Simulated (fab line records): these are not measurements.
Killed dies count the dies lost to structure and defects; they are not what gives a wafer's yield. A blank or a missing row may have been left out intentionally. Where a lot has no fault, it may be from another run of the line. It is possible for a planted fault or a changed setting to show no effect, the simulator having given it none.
fab line records | flow sky130
record: lots: 6 wafers: 18 lastDay: 50
route steps=708 shown LI_CONTACT@364 LOCAL_INTERCONNECT@387 PAD_OPEN@708
lots with no fault: from the same line, run without faults
startH: start of the lot's first displayed wafer, in hours after the record's first day | waitH: hours from the lot's prior step to this one | " identical to the entry in the row above | L1.1+2: one row covering several wafers at once | - either no value or no given start | * or withheld: withheld | < > ~ a bound
route shown NAME@n: a module of which the file shows steps, and the number in the route of the first | usual: mean and standard deviation over wafers with no fault | same: alike in all rows | chamber/n: place in a boat | sites: readings site by site | _std_site: standard deviation across them | _edge_site: inner sites' mean taken away from outer sites' mean | radiusMm: for every site, how far away it sits from the centre of the wafer | mask NAME#n: copy n | behind: the most recent tool/chamber to have shaped the wafer | hold: why the lot went on hold/how many hours it stayed there/how the hold came to an end | device: whichever transistor did not switch (one of n, p or np) | end of line: tests of these same wafers at the route's end | for a step that has no rows: nothing shown but its recipe | killed: not the wafer's yield, but the dies lost to structure and defects at the first sort | map: per-die view of a wafer (x killed, . not killed, _ where there is no die)
set.NAME: the setting as run; set.NAME@STEP: as run at that earlier step | model.NAME: the simulator's own value behind a step, which no gauge read
a table for each step, a row for each wafer; lots at some steps of the route
services: from which hour (startH, from the record's first day; less than 0 if before it) a tool's chamber was out of use, for how many hours, and why
== steps ==
step: SKY_LI_CONTACT_CMP_02
recipe: material: PSG downForcePsi: 4 platenRpm: 60 padVelocityMS: 0.94248
step: SKY_LI_CONTACT_BOW_MEAS_03
recipe: mode: bow
usual: LI_CONTACT_BOW: 55/6.9
columns lot.wafer tool chamber startH waitH LI_CONTACT_BOW[um]
L515.1 filmMetro-03 - 643.22 0.1 61
L515.2 " - " " 51
L515.4 " - " " 52
L528.1 filmMetro-01 - 763.93 0.2 63
L528.3 " - " " 48
L528.5 " - " " 60
L529.1 filmMetro-03 - 775.35 0.1 50
L529.4 " - " " 52
L529.6 " - " " 69
L531.3 filmMetro-01 - 777.91 0.2 61
L531.5 " - " " 62
L531.6 " - " " 62
L532.2 filmMetro-03 - 782.01 0.1 47
L532.5 " - " " 39
L532.6 " - " " 58
L535.1 filmMetro-01 - 813.24 0.1 51
L535.2 " - " " 69
L535.3 " - " " 47
step: SKY_LI_CONTACT_DEHYDRATE_04
recipe: tempC: 200 timeS: 60
step: SKY_LI_CONTACT_HMDS_05
recipe: primeTimeS: 60 primeTempC: 120
step: SKY_LI_CONTACT_COAT_06
recipe: resist: BARC tempC: withheld timeS: withheld spinRpm: 3000 resistThkNm: 60
step: SKY_LI_CONTACT_COAT_07
recipe: resist: KrF-thick spinRpm: 3000 resistThkNm: 450
step: SKY_LI_CONTACT_SOFTBAKE_08
recipe: tempC: 100 timeS: 90 resist: KrF-thick
step: SKY_LI_CONTACT_EXPOSE_09
recipe: maskId: LICM1 na: 0.8 sourceShape: annular sigmaInner: 0.55 sigmaOuter: 0.85 targetCdNm: 170 doseMj: 37.39
step: SKY_LI_CONTACT_PEB_10
recipe: pebTempC: withheld pebTimeS: withheld resist: KrF-thick
step: SKY_LI_CONTACT_DEVELOP_11
recipe: developTimeS: 60 resist: KrF-thick devTempC: 21
step: SKY_LI_CONTACT_CD_MEAS_12
recipe: targetCdNm: 170
usual: cdNm: 170.3/1.3
columns lot.wafer tool chamber startH waitH cdNm
L515.1 cdSem-02 - 672.26 - 172.1
L515.2 " - " " 170.7
L515.4 " - " " 171.1
L528.1 cdSem-02 - 790.54 - 170.7
L528.3 " - " " 170.0
L528.5 " - " " 169.8
L529.1 cdSem-01 - 802.19 - 170.5
L529.4 " - " " 171.6
L529.6 " - " " 171.3
L531.3 cdSem-02 - 804.08 - 169.3
L531.5 " - " " 169.4
L531.6 " - " " 169.5
L532.2 cdSem-01 - 808.24 - 169.2
L532.5 " - " " 173.1
L532.6 " - " " 171.7
L535.1 cdSem-01 - 839.54 - 172.8
L535.2 " - " " 172.9
L535.3 " - " " 171.5
step: SKY_LI_CONTACT_OVL_MEAS_13
usual: LI_CONTACT_OVL: 0/6.1
columns lot.wafer tool chamber startH waitH LI_CONTACT_OVL[nm]
L515.1 overlay-02 - 672.38 0.1 -11
L515.2 " - " " -8
L515.4 " - " " -3
L528.1 overlay-02 - 790.66 0.1 -1
L528.3 " - " " -5
L528.5 " - " " -2
L529.1 overlay-02 - 802.31 0.1 -2
L529.4 " - " " -7
L529.6 " - " " 0
L531.3 overlay-02 - 804.18 0.1 1
L531.5 " - " " 7
L531.6 " - " " 1
L532.2 overlay-02 - 808.35 0.1 -10
L532.5 " - " " 1
L532.6 " - " " -5
L535.1 overlay-02 - 839.66 0.1 10
L535.2 " - " " -1
L535.3 " - " " 6
step: SKY_LI_CONTACT_ETCH_14
recipe: chemistry: N2/H2 target: BARC ionEnergyEv: 200 sourceW: 500 biasW: 100 pressureMtorr: 30 n2FlowSccm: 100 h2FlowSccm: 200 stopOn: SiO2 timeS: 45.9 targetDepthA: 600
usual: drypumpMotorCurrentA: 5.6/0.52 oesProductAu: 0.855/0.0047 throttleValvePct: 13.225/0.0097
columns lot.wafer tool chamber startH waitH drypumpMotorCurrentA oesProductAu rfHoursCounterH throttleValvePct
L515.1 rieDiel-03 2 672.42 0.0 5.2 0.864 1 13.221
L515.2 " 3 " " 4.8 0.861 17 13.243
L515.4 " 0 " " 5.6 0.855 - 13.210
L528.1 rieDiel-03 3 790.70 0.0 4.8 0.856 20 13.213
L528.3 " 1 " " 6.7 0.863 7 13.220
L528.5 " 0 " " 5.6 0.857 - 13.225
L529.1 rieDiel-03 3 802.35 0.0 4.8 0.851 21 13.224
L529.4 " 1 " " 6.7 0.850 7 13.218
L529.6 " 3 " " 4.8 0.850 - 13.236
L531.3 rieDiel-04 0 804.20 0.0 5.4 0.851 4 13.225
L531.5 " 1 " " 4.9 0.854 - 13.230
L531.6 " 0 " " 5.4 0.842 - 13.229
L532.2 rieDiel-04 1 808.38 0.0 4.9 0.852 17 13.230
L532.5 " 2 " " 5.7 0.851 - 13.226
L532.6 " 3 " " 4.9 0.858 - 13.232
L535.1 rieDiel-02 1 839.70 0.0 6.4 0.863 2 13.205
L535.2 " 0 " " 5.7 0.860 18 13.218
L535.3 " 2 " " 5.7 0.843 14 13.230
step: SKY_LI_CONTACT_ETCH_15
recipe: target: PSG chemistry: C4F8/O2/Ar stopOn: Si taperDeg: 4.15 maskMaterial: KrF-thick sourceW: 1500 biasW: 1200 pressureMtorr: 40 c4f8FlowSccm: withheld O2_flow_sccm: 6 Ar_flow_sccm: 300 timeS: withheld targetDepthA: 6000
usual: oesProductAu: 0.837/0.0047
columns lot.wafer tool chamber startH waitH oesProductAu
L515.1 rieDiel-03 2 672.46 0.0 0.832
L515.2 " 3 " " 0.825
L515.4 " 0 " " 0.842
L528.1 rieDiel-03 3 790.74 0.0 0.835
L528.3 " 1 " " 0.837
L528.5 " 0 " " 0.835
L529.1 rieDiel-03 3 802.39 0.0 0.830
L529.4 " 1 " " 0.843
L529.6 " 3 " " 0.842
L531.3 rieDiel-04 0 804.24 0.0 0.832
L531.5 " 1 " " 0.842
L531.6 " 0 " " 0.833
L532.2 rieDiel-04 1 808.42 0.0 0.843
L532.5 " 2 " " 0.833
L532.6 " 3 " " 0.833
L535.1 rieDiel-02 1 839.74 0.0 0.840
L535.2 " 0 " " 0.841
L535.3 " 2 " " 0.838
step: SKY_LI_CONTACT_STRIP_16
recipe: chemistry: O2/N2 powerW: 1400 pressureMtorr: 1500 platenTempC: withheld o2FlowSccm: 3000 n2FlowSccm: 300 overashFraction: 0.5
step: SKY_LI_CONTACT_CLEAN_17
recipe: chemistry: NMP timeS: 600 tempC: 60 dry: n2Spin
step: SKY_LI_CONTACT_PRE_CLEAN_18
recipe: gas: Ar timeS: 5.6 biasV: 358
step: SKY_LI_CONTACT_SPUTTER_19
recipe: material: Ti targetThkNm: 20 chamberPressurePa: 5 powerW: 2500 substrateTempC: 200 timeS: 106.37
step: SKY_LI_CONTACT_SPUTTER_20
recipe: material: TiN targetThkNm: 20 chamberPressurePa: 5 powerW: 4000 timeS: 80
usual: throttleValvePct: 30.1/0.93
columns lot.wafer tool chamber startH waitH throttleValvePct
L515.1 pvdSputter-01 - 672.92 0.0 29.7
L515.2 " - " " 30.4
L515.4 " - " " 31.3
L528.1 pvdSputter-01 - 791.20 0.0 30.8
L528.3 " - " " 29.3
L528.5 " - " " 30.9
L529.1 pvdSputter-02 - 802.86 0.0 28.2
L529.4 " - " " 28.5
L529.6 " - " " 27.9
L531.3 pvdSputter-01 - 804.70 0.0 31.5
L531.5 " - " " 29.0
L531.6 " - " " 31.0
L532.2 pvdSputter-03 - 808.89 0.0 29.1
L532.5 " - " " 29.6
L532.6 " - " " 29.9
L535.1 pvdSputter-01 - 840.20 0.0 30.5
L535.2 " - " " 30.8
L535.3 " - " " 31.4
step: SKY_LI_CONTACT_CVD_21
recipe: material: W targetThkNm: 400 timeS: 120.56 tempC: 400 pressureTorr: 40
usual: heaterPowerW: 836/17
columns lot.wafer tool chamber startH waitH heaterPowerW
L515.1 cvdW-01 1 672.98 0.0 813
L515.2 " 0 " " 834
L515.4 " 1 " " 813
L528.1 cvdW-02 0 791.26 0.0 867
L528.3 " 1 " " 831
L528.5 " 0 " " 866
L529.1 cvdW-01 1 802.93 0.0 816
L529.4 " 0 " " 831
L529.6 " 1 " " 842
L531.3 cvdW-02 1 804.80 0.1 821
L531.5 " 1 " " 836
L531.6 " 0 " " 838
L532.2 cvdW-01 0 808.95 0.0 844
L532.5 " 0 " " 863
L532.6 " 1 " " 815
L535.1 cvdW-01 0 840.26 0.0 861
L535.2 " 1 " " 807
L535.3 " 0 " " 877
step: SKY_LI_CONTACT_RS_MEAS_22
recipe: thkMeasGauge: four-point-probe reads: W_of_LI_CONTACT_CVD_21+TiN_of_LI_CONTACT_SPUTTER_20+Ti_of_LI_CONTACT_SPUTTER_19
usual: LI_CONTACT_W_RS: 0.2846/0.003
columns lot.wafer tool chamber startH waitH LI_CONTACT_W_RS[ohm/sq]
L515.1 filmMetro-03 - 673.10 0.1 0.2833
L515.2 " - " " 0.2857
L515.4 " - " " 0.2864
L528.1 filmMetro-01 - 791.39 0.1 0.2826
L528.3 " - " " 0.2859
L528.5 " - " " 0.2841
L529.1 filmMetro-04 - 803.05 0.1 0.2816
L529.4 " - " " 0.2858
L529.6 " - " " 0.2826
L531.3 filmMetro-03 - 804.93 0.1 0.2883
L531.5 " - " " 0.2874
L531.6 " - " " 0.2845
L532.2 filmMetro-04 - 809.10 0.1 0.2860
L532.5 " - " " 0.2843
L532.6 " - " " 0.2872
L535.1 filmMetro-04 - 840.39 0.1 0.2873
L535.2 " - " " 0.2848
L535.3 " - " " 0.2886
step: SKY_LI_CONTACT_THK_MEAS_23
recipe: thkMeasGauge: xrf reads: W_of_LI_CONTACT_CVD_21
usual: LI_CONTACT_W_THK: 376/5.4
columns lot.wafer tool chamber startH waitH LI_CONTACT_W_THK[nm]
L515.1 filmMetro-03 - 673.22 0.1 381
L515.2 " - " " 378
L515.4 " - " " 378
L528.1 filmMetro-01 - 791.51 0.1 374
L528.3 " - " " 370
L528.5 " - " " 372
L529.1 filmMetro-04 - 803.17 0.1 379
L529.4 " - " " 373
L529.6 " - " " 381
L531.3 filmMetro-03 - 805.03 0.1 377
L531.5 " - " " 379
L531.6 " - " " 378
L532.2 filmMetro-04 - 809.21 0.1 374
L532.5 " - " " 376
L532.6 " - " " 373
L535.1 filmMetro-04 - 840.51 0.1 377
L535.2 " - " " 381
L535.3 " - " " 375
step: SKY_LI_CONTACT_CMP_24
recipe: stopOn: PSG tOverpolishS: 20 downForcePsi: 3.5 platenRpm: 60 targetThkNm: 0 padVelocityMS: 0.94248
usual: motorCurrentA: 11.1/0.97 overpolishRunS: 20.000/0.0081 timeToEndpointS: 98/3.7
columns lot.wafer tool chamber startH waitH motorCurrentA overpolishRunS timeToEndpointS
L515.4 cmp-01 3 673.70 0.4 11.9 20.002 94
L515.1 " 0 " " 10.3 20.009 92
L515.2 " 1 " " 11.9 20.004 100
L528.3 cmp-01 3 791.57 0.0 11.9 20.003 98
L528.1 " 0 " " 10.4 19.993 97
L528.5 " 0 " " 10.1 20.001 97
L529.1 cmp-01 0 803.23 0.1 9.5 19.987 102
L529.4 " 1 " " 12.1 19.998 109
L529.6 " 1 " " 12.2 20.002 108
L531.3 cmp-01 2 805.22 0.2 9.8 19.986 100
L531.5 " 3 " " 11.4 19.996 100
L531.6 " 0 " " 10.5 20.015 98
L532.2 cmp-02 3 809.31 0.1 10.9 19.983 93
L532.5 " 2 " " 12.0 20.007 96
L532.6 " 3 " " 10.8 20.009 92
L535.3 cmp-01 0 840.62 0.1 10.3 19.995 99
L535.1 " 1 " " 11.9 20.004 103
L535.2 " 2 " " 9.5 20.014 105
step: SKY_LOCAL_INTERCONNECT_SPUTTER_00
recipe: material: TiN targetThkNm: 100 tempC: 300 powerW: 6500 timeS: 83.3 chamberPressurePa: 0.4
usual: throttleValvePct: 29.5/0.95
columns lot.wafer tool chamber startH waitH throttleValvePct
L515.1 pvdSputter-02 - 673.95 0.1 28.3
L515.2 " - " " 29.4
L515.4 " - " " 28.3
L528.1 pvdSputter-03 - 791.87 0.2 30.2
L528.3 " - " " 29.2
L528.5 " - " " 29.3
L529.1 pvdSputter-03 - 803.53 0.2 29.5
L529.4 " - " " 31.2
L529.6 " - " " 31.1
L531.3 pvdSputter-02 - 805.37 0.1 28.6
L531.5 " - " " 30.2
L531.6 " - " " 28.5
L532.2 pvdSputter-02 - 809.56 0.2 28.0
L532.5 " - " " 30.1
L532.6 " - " " 28.0
L535.1 pvdSputter-04 - 840.87 0.1 30.5
L535.2 " - " " 28.0
L535.3 " - " " 31.1
step: SKY_LOCAL_INTERCONNECT_RS_MEAS_01
recipe: thkMeasGauge: four-point-probe reads: TiN_of_LOCAL_INTERCONNECT_SPUTTER_00
usual: LOCAL_INTERCONNECT_TIN_RS: 14.15/0.18
columns lot.wafer tool chamber startH waitH LOCAL_INTERCONNECT_TIN_RS[ohm/sq]
L515.1 filmMetro-03 - 674.01 0.0 14.10
L515.2 " - " " 14.36
L515.4 " - " " 14.48
L528.1 filmMetro-01 - 791.93 0.0 14.51
L528.3 " - " " 14.33
L528.5 " - " " 14.24
L529.1 filmMetro-02 - 803.59 0.0 14.60
L529.4 " - " " 14.39
L529.6 " - " " 14.16
L531.3 filmMetro-01 - 805.47 0.1 14.22
L531.5 " - " " 14.19
L531.6 " - " " 14.20
L532.2 filmMetro-03 - 809.64 0.1 13.99
L532.5 " - " " 13.80
L532.6 " - " " 13.90
L535.1 filmMetro-02 - 840.93 0.0 13.88
L535.2 " - " " 13.80
L535.3 " - " " 14.10
step: SKY_LOCAL_INTERCONNECT_THK_MEAS_02
recipe: thkMeasGauge: xrf reads: TiN_of_LOCAL_INTERCONNECT_SPUTTER_00
usual: LOCAL_INTERCONNECT_TIN_THK: 99.2/1.4
columns lot.wafer tool chamber startH waitH LOCAL_INTERCONNECT_TIN_THK[nm]
L515.1 filmMetro-03 - 674.13 0.1 98.9
L515.2 " - " " 96.6
L515.4 " - " " 95.9
L528.1 filmMetro-01 - 792.05 0.1 95.8
L528.3 " - " " 97.6
L528.5 " - " " 98.3
L529.1 filmMetro-02 - 803.71 0.1 97.2
L529.4 " - " " 98.7
L529.6 " - " " 100.8
L531.3 filmMetro-01 - 805.57 0.1 97.5
L531.5 " - " " 98.3
L531.6 " - " " 98.3
L532.2 filmMetro-03 - 809.75 0.1 99.6
L532.5 " - " " 100.7
L532.6 " - " " 100.0
L535.1 filmMetro-02 - 841.05 0.1 102.0
L535.2 " - " " 102.1
L535.3 " - " " 100.6
step: SKY_LOCAL_INTERCONNECT_DEHYDRATE_03
recipe: tempC: 200 timeS: 60
step: SKY_LOCAL_INTERCONNECT_HMDS_04
recipe: primeTimeS: 60 primeTempC: 120
step: SKY_LOCAL_INTERCONNECT_COAT_05
recipe: resist: BARC tempC: withheld timeS: withheld spinRpm: 3000 resistThkNm: 60
step: SKY_LOCAL_INTERCONNECT_COAT_06
recipe: resist: KrF-thick spinRpm: 3000 resistThkNm: 450
step: SKY_LOCAL_INTERCONNECT_SOFTBAKE_07
recipe: tempC: 100 timeS: 90 resist: KrF-thick
step: SKY_LOCAL_INTERCONNECT_EXPOSE_08
recipe: maskId: LI1M na: 0.8 sourceShape: annular sigmaInner: 0.55 sigmaOuter: 0.85 targetCdNm: 170 doseMj: 28
step: SKY_LOCAL_INTERCONNECT_PEB_09
recipe: pebTempC: withheld pebTimeS: withheld resist: KrF-thick
step: SKY_LOCAL_INTERCONNECT_DEVELOP_10
recipe: developTimeS: 60 resist: KrF-thick devTempC: 21
step: SKY_LOCAL_INTERCONNECT_CD_MEAS_11
recipe: targetCdNm: 170
usual: cdNm: 170.1/1.3
columns lot.wafer tool chamber startH waitH cdNm
L515.1 cdSem-02 - 702.57 - 170.1
L515.2 " - " " 170.3
L515.4 " - " " 170.4
L528.1 cdSem-02 - 818.69 - 169.9
L528.3 " - " " 169.0
L528.5 " - " " 169.0
L529.1 cdSem-01 - 830.82 - 170.0
L529.4 " - " " 170.3
L529.6 " - " " 170.7
L531.3 cdSem-01 - 832.41 - 169.2
L531.5 " - " " 169.7
L531.6 " - " " 169.7
L532.2 cdSem-02 - 836.09 - 171.7
L532.5 " - " " 170.0
L532.6 " - " " 170.8
L535.1 cdSem-01 - 867.90 - 172.3
L535.2 " - " " 170.4
L535.3 " - " " 172.5
step: SKY_LOCAL_INTERCONNECT_OVL_MEAS_12
usual: LOCAL_INTERCONNECT_OVL: 1/4.8
columns lot.wafer tool chamber startH waitH LOCAL_INTERCONNECT_OVL[nm]
L515.1 overlay-01 - 702.69 0.1 -2
L515.2 " - " " 1
L515.4 " - " " 1
L528.1 overlay-01 - 818.81 0.1 2
L528.3 " - " " 2
L528.5 " - " " 4
L529.1 overlay-02 - 830.94 0.1 8
L529.4 " - " " 2
L529.6 " - " " -4
L531.3 overlay-02 - 832.51 0.1 4
L531.5 " - " " 4
L531.6 " - " " 5
L532.2 overlay-01 - 836.20 0.1 2
L532.5 " - " " 0
L532.6 " - " " 0
L535.1 overlay-01 - 868.02 0.1 7
L535.2 " - " " 0
L535.3 " - " " -1
step: SKY_LOCAL_INTERCONNECT_ETCH_13
recipe: chemistry: N2/H2 target: BARC ionEnergyEv: 200 biasW: 100 pressureMtorr: 30 n2FlowSccm: 100 h2FlowSccm: 200 icpW: 500 stopOn: SiO2 timeS: 45.9 targetDepthA: 600
step: SKY_LOCAL_INTERCONNECT_METAL_ETCH_14
recipe: targetDepthNm: 110 stopOn: PSG chemistry: Cl2/BCl3 target: TiN resistSidewallDeg: 88 pressureMtorr: 10 icpW: 900 biasW: 48.5 Cl2_flow_sccm: 60 bcl3FlowSccm: 30 timeS: 32.43
step: SKY_LOCAL_INTERCONNECT_STRIP_15
recipe: chemistry: O2/N2 powerW: 1400 pressureMtorr: 1500 platenTempC: withheld o2FlowSccm: 3000 n2FlowSccm: 300 overashFraction: 0.5
step: SKY_LOCAL_INTERCONNECT_STRIP_16
recipe: chemistry: postEtchResidueRemover timeS: 1200 tempC: 72.5
step: SKY_LOCAL_INTERCONNECT_CLEAN_17
recipe: chemistry: IPA timeS: 180 tempC: 25
step: SKY_LOCAL_INTERCONNECT_CLEAN_18
recipe: chemistry: O3/DIW dry: n2Spin
step: SKY_PAD_OPEN_PROBE_99
usual: killed_at_M0_to_M3: 43/7.6 killed_at_M4_up: 2.9/1.9 killedAtContacts: 24/5 killedAtFrontEnd: 15/4.3 killedAtOther: 0.3/0.54 killedDies: 85/10 killedOnRim: 17/3.9 killedOpen: 47/7 killedShort: 38/6.4
same: grossDies: 492 killedAtBackSide: 0
columns lot.wafer tool chamber startH waitH killed_at_M0_to_M3 killed_at_M4_up killedAtContacts killedAtFrontEnd killedAtOther killedDies killedOnRim killedOpen killedShort
L515.1 prober-02 - 1075.82 0.1 36 3 23 21 0 83 11 40 43
L515.2 prober-02 - 1075.87 0.1 46 3 30 18 1 98 18 62 36
L515.4 prober-02 - 1075.97 0.2 38 2 23 17 0 80 16 42 38
L528.1 prober-01 - 1161.08 0.1 47 0 62 20 0 129 25 46 47
L528.3 prober-01 - 1161.18 0.2 46 2 21 7 0 76 9 41 35
L529.1 prober-01 - 1169.39 0.1 32 5 60 19 0 116 25 49 36
L529.6 prober-01 - 1169.64 0.2 54 1 60 13 0 128 32 55 36
L531.3 prober-02 - 1170.37 0.2 41 2 26 16 0 85 21 56 29
L531.5 prober-02 - 1170.47 0.2 47 4 13 22 0 86 15 37 49
L531.6 prober-02 - 1170.52 0.2 38 4 19 11 0 72 10 43 29
L532.2 prober-01 - 1171.70 0.1 45 6 22 18 0 91 17 49 42
killed by level:class
L515.1 VIA1:geometricParticle:open=10 LI_CONTACT:geometricParticle:open=8 CONTACT:geometricParticle:open=7 POLY_GATE:geometricParticle:short=6 METAL1:geometricParticle:short=6 METAL2:geometricParticle:short=6 POLY_GATE:geometricParticle:open=5 LOCAL_INTERCONNECT:geometricParticle:short=5
L515.2 CONTACT:geometricParticle:open=14 VIA1:geometricParticle:open=14 LI_CONTACT:geometricParticle:open=6 VIA2:geometricParticle:open=6 VIA3:geometricParticle:open=6 METAL2:geometricParticle:short=5 FIELD_ISO:geometricParticle:open=4 LOCAL_INTERCONNECT:geometricParticle:short=4
L515.4 CONTACT:geometricParticle:open=11 VIA1:geometricParticle:open=9 METAL1:geometricParticle:short=8 FIELD_ISO:geometricParticle:open=5 POLY_GATE:geometricParticle:short=5 VIA1:geometricParticle:short=5 VIA3:geometricParticle:open=5 LI_CONTACT:geometricParticle:open=3
L528.1 LI_CONTACT:unspecified=36 CONTACT:geometricParticle:short=11 VIA1:geometricParticle:open=11 VIA2:geometricParticle:open=8 CONTACT:geometricParticle:open=7 POLY_GATE:geometricParticle:short=6 METAL1:geometricParticle:short=6 FIELD_ISO:geometricParticle:open=5
L528.3 VIA1:geometricParticle:open=13 VIA1:geometricParticle:short=10 CONTACT:geometricParticle:open=7 METAL2:geometricParticle:short=6 LI_CONTACT:geometricParticle:open=6 VIA2:geometricParticle:open=5 FIELD_ISO:geometricParticle:open=4 LOCAL_INTERCONNECT:geometricParticle:short=4
L529.1 LI_CONTACT:unspecified=31 LI_CONTACT:geometricParticle:open=11 CONTACT:geometricParticle:open=9 FIELD_ISO:geometricParticle:open=6 VIA1:geometricParticle:open=6 METAL4:geometricParticle:short=5 METAL1:geometricParticle:short=5 LOCAL_INTERCONNECT:geometricParticle:short=4
L529.6 LI_CONTACT:unspecified=37 VIA1:geometricParticle:open=13 CONTACT:geometricParticle:open=11 VIA2:geometricParticle:open=11 METAL2:geometricParticle:short=6 VIA1:geometricParticle:short=6 METAL1:geometricParticle:short=5 LI_CONTACT:geometricParticle:open=4
L531.3 LI_CONTACT:geometricParticle:open=11 CONTACT:geometricParticle:open=10 VIA3:geometricParticle:open=9 VIA1:geometricParticle:open=9 POLY_GATE:geometricParticle:open=7 VIA2:geometricParticle:open=6 METAL2:geometricParticle:short=6 VIA1:geometricParticle:short=4
L531.5 VIA1:geometricParticle:open=12 VIA1:geometricParticle:short=8 POLY_GATE:geometricParticle:short=7 VIA3:geometricParticle:open=7 FIELD_ISO:geometricParticle:short=5 LI_CONTACT:geometricParticle:short=5 SPACER:geometricParticle:open=4 VIA2:geometricParticle:short=4
L531.6 VIA1:geometricParticle:open=14 LI_CONTACT:geometricParticle:open=9 VIA1:geometricParticle:short=5 LI_CONTACT:geometricParticle:short=4 VIA2:geometricParticle:open=4 CONTACT:geometricParticle:open=4 FIELD_ISO:geometricParticle:short=3 FIELD_ISO:geometricParticle:open=3
L532.2 VIA1:geometricParticle:open=10 LI_CONTACT:geometricParticle:open=9 METAL3:geometricParticle:short=7 VIA3:geometricParticle:open=7 FIELD_ISO:geometricParticle:open=6 POLY_GATE:geometricParticle:open=5 LI_CONTACT:geometricParticle:short=5 VIA3:geometricParticle:short=5
map L528.1 (x killed, . not)
__________.........x_________
________..x..........._______
______..x..x...x.x......_____
_____...x...x.x.....x..x.____
____.x......x..x.xx.x...x.___
___.....x.................x__
__...............xx..x......_
_.x......x.x........x....x...
_..x.........x.x.......x.....
_.x.x...xx..xxx.....x.......x
_.x....x......xxxx.x...xx....
_......x.......x......x.x.x..
_.xxx.....x..x........xxxxxx.
_..x..x.x.............xxxxxxx
_x.....xx...........xxxxxxxxx
__x...........x....xxxx.xxxx_
___..x.x..............xxxxx__
____...x..x..x......xx.xxx___
_____....xx.........x.xx.____
______.x.......xxx.x...._____
________...x.x.x......_______
__________x.x...x..._________
map L529.6 (x killed, . not)
__________........x._________
________x....x.x..x..._______
______x..xxx..x....x..x._____
_____......x.x...x..x...x____
____......x..............x___
___......x....x.x.x....x.xx__
__.x.....x.xx..x.......x...._
_x.....xx...x.......x........
_....x.x.....x...x..x.x.....x
_x.x......x.....x.xx.x.x.....
_........x..x.....x..........
_......x.....x........xxx.x..
_x..x.........x..x..x.x.xxx.x
_x..x...x.........x..xxxxxxxx
_x.....x......x...xx..xxxxxxx
__..x.........x..x.x..xxxxxx_
___x.........x........xxxxx__
____...x...........x...xxx___
_____x..........x.xx..x.x____
______.............x..xx_____
________.............._______
__________..x....x.._________
== services ==
columns tool chamber startH hours kind
rieDiel-03 1 654.45 24.7 repair
rieDiel-03 3 660.09 6.6 repair
pvdSputter-02 - 663.01 2.0 repair
rieDiel-04 0 685.70 4.7 repair
rieDiel-02 0 685.81 2.6 repair
cvdW-01 1 687.25 18.7 repair
pvdSputter-01 - 687.77 2.1 repair
pvdSputter-03 - 689.19 6.0 repair
rieDiel-03 3 689.28 3.3 repair
pvdSputter-01 - 704.31 2.9 repair
cvdW-01 0 716.98 2.7 repair
pvdSputter-03 - 717.26 1.2 repair
cmp-01 - 730.36 38.0 repair
cmp-01 - 731.01 0.3 repair
pvdSputter-01 - 735.11 1.0 repair
pvdSputter-03 - 754.44 1.2 repair
cmp-01 - 767.22 3.0 repair
pvdSputter-03 - 776.90 1.8 repair
pvdSputter-01 - 782.14 0.5 repair
rieDiel-04 0 785.23 7.2 repair
pvdSputter-02 - 790.80 6.8 repair
cmp-01 - 811.28 4.4 repair
cmp-01 - 811.64 1.3 repair
cmp-01 - 813.94 0.7 repair
== key ==
firstSign: step: SKY_PAD_OPEN_PROBE_99 reading: killedAtContacts direction: up sigmas: 7.3 usual: 24 struck: 61
effect: step: SKY_PAD_OPEN_PROBE_99 reading: killedDies direction: up sigmas: 3.9 usual: 85 struck: 124
metAt SKY_LI_CONTACT_ETCH_14
struckWafers L528.1,L529.1,L529.6
testerLeftOut L528,L529
onsetBetween 672.42 790.70
fault: kind: chamberParticleSource tool: rieDiel-03 chamber: 3 onsetH: 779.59 steps: SKY_LI_CONTACT_ETCH_14 ratePerVisitCm2: 0.40306 endH: 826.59
testerLeftOut: of these lots the tester's yield and bins aren't shown, on N5 and GAA mostly nor the transistor test; their killed dies are dies lost to structure and defects alone, not to doping, threshold or leakage, so they don't give the yield
